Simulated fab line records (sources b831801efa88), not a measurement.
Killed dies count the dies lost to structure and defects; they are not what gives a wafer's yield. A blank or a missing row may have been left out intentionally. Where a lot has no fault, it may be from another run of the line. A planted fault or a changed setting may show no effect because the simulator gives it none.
Chamber matching / flow gf180mcu / 4 sister chambers for GF_CONTACT_CMP_04 on cmp-02
The step polishes SiO2. 8 wafers are shown with their chamber, then 7 later ones without.

== WAFERS WITH THEIR CHAMBER ==
wafer=L517.2; chamber=1; motorCurrentA (A)=12.0; timeToEndpointS (s)=107
wafer=L519.2; chamber=1; motorCurrentA (A)=11.7; timeToEndpointS (s)=105
wafer=L519.3; chamber=0; motorCurrentA (A)=12.7; timeToEndpointS (s)=115
wafer=L520.1; chamber=0; motorCurrentA (A)=12.3; timeToEndpointS (s)=104
wafer=L520.2; chamber=3; motorCurrentA (A)=14.3; timeToEndpointS (s)=101
wafer=L520.4; chamber=2; motorCurrentA (A)=10.7; timeToEndpointS (s)=104
wafer=L521.1; chamber=3; motorCurrentA (A)=13.0; timeToEndpointS (s)=105
wafer=L521.4; chamber=2; motorCurrentA (A)=11.3; timeToEndpointS (s)=117

== WAFERS MISSING THEIR CHAMBER ==
wafer=L521.5; motorCurrentA (A)=10.1; timeToEndpointS (s)=109
wafer=L523.2; motorCurrentA (A)=11.5; timeToEndpointS (s)=102
wafer=L523.5; motorCurrentA (A)=12.0; timeToEndpointS (s)=106
wafer=L523.6; motorCurrentA (A)=12.3; timeToEndpointS (s)=116
wafer=L524.1; motorCurrentA (A)=10.8; timeToEndpointS (s)=104
wafer=L524.2; motorCurrentA (A)=12.9; timeToEndpointS (s)=112
wafer=L524.5; motorCurrentA (A)=14.0; timeToEndpointS (s)=113

== THE CHAMBER EACH PASSED THROUGH ==
wafer=L521.5; from the rows above=can't be placed: 2 or 1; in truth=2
wafer=L523.2; from the rows above=can't be placed: 1 or 2 or 0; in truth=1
wafer=L523.5; from the rows above=can't be placed: 1 or 0 or 2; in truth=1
wafer=L523.6; from the rows above=can't be placed: 0 or 1 or 2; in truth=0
wafer=L524.1; from the rows above=can't be placed: 2 or 1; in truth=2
wafer=L524.2; from the rows above=can't be placed: 0 or 3 or 1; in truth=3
wafer=L524.5; from the rows above=can't be placed: 3 or 0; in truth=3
Correct placement for 0 of the 7. Unplaceable from these rows: 7, with the true chamber sitting among the candidates in 7. 0 placed wrongly.
How it was worked out, from the rows above alone: a wafer's distance from a chamber is the root of the sum, over the readings, of the square of ((its reading less the chamber's mean) divided by the reading's scatter). If the next closest chamber is less than 2 further off than the closest, the wafer can't be placed; otherwise it belongs to the closest. Each chamber's mean is taken over the wafers shown for it. The scatter: take each reading less its chamber's mean, square it, sum over the shown wafers, divide by the number of wafers less the number of chambers, and take the root.
